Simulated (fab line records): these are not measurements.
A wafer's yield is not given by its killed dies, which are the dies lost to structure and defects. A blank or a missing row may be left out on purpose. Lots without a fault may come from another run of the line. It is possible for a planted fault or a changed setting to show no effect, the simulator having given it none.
Chamber matching    flow gf180mcu    GF_SAB_ETCH_11 on rieDiel-01 has 4 sister chambers
The step etches SiO2 in C4F8/O2/Ar, target depth 55 nm, time 8.5 s. 15 wafers are shown with their chamber, then 7 later ones without.

## WAFERS WITH THEIR CHAMBER
wafer   chamber  oesProductAu (a.u.)
L091.3  1        1.001
L091.4  3        0.996
L091.5  2        0.999
L091.6  3        0.999
L093.1  2        0.989
L093.2  3        0.980
L093.3  0        0.990
L093.4  1        0.995
L093.5  2        0.990
L093.6  1        0.997
L094.1  0        0.991
L094.2  1        0.992
L094.3  2        1.001
L094.4  3        0.994
L094.5  2        0.994

SIGNATURES (means of the wafers above)
reading       chamber 0  chamber 1  chamber 2  chamber 3  scatter within a chamber
oesProductAu  0.99050    0.99625    0.99460    0.99225    0.00579
Rule: for each reading, subtract the chamber's mean from the wafer's reading, divide by that reading's scatter and square the result; add these up over the readings and take the root, which gives the wafer's distance from the chamber. The wafer belongs to the nearest chamber; if the next one is less than 2 further off, it can't be placed. The scatter is the square root of a quotient: the sum, over the shown wafers, of each reading's squared deviation from its chamber's mean, divided by wafers minus chambers.

## WAFERS MISSING THEIR CHAMBER
wafer   oesProductAu (a.u.)
L094.6  0.995
L095.1  0.991
L095.2  0.993
L095.3  1.004
L095.4  0.987
L095.5  0.998
L095.6  0.988

## EACH ONE'S CHAMBER
wafer   from the rows above                in truth
L094.6  can't be placed: 2 or 1 or 3 or 0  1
L095.1  can't be placed: 0 or 3 or 2 or 1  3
L095.2  can't be placed: 3 or 2 or 0 or 1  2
L095.3  can't be placed: 1 or 2 or 3 or 0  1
L095.4  can't be placed: 0 or 3 or 2 or 1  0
L095.5  can't be placed: 1 or 2 or 3 or 0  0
L095.6  can't be placed: 0 or 3 or 2 or 1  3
0 of 7 placed correctly. Unplaceable from these rows: 7, with the true chamber sitting among the candidates in 7. Number placed wrongly: 0.
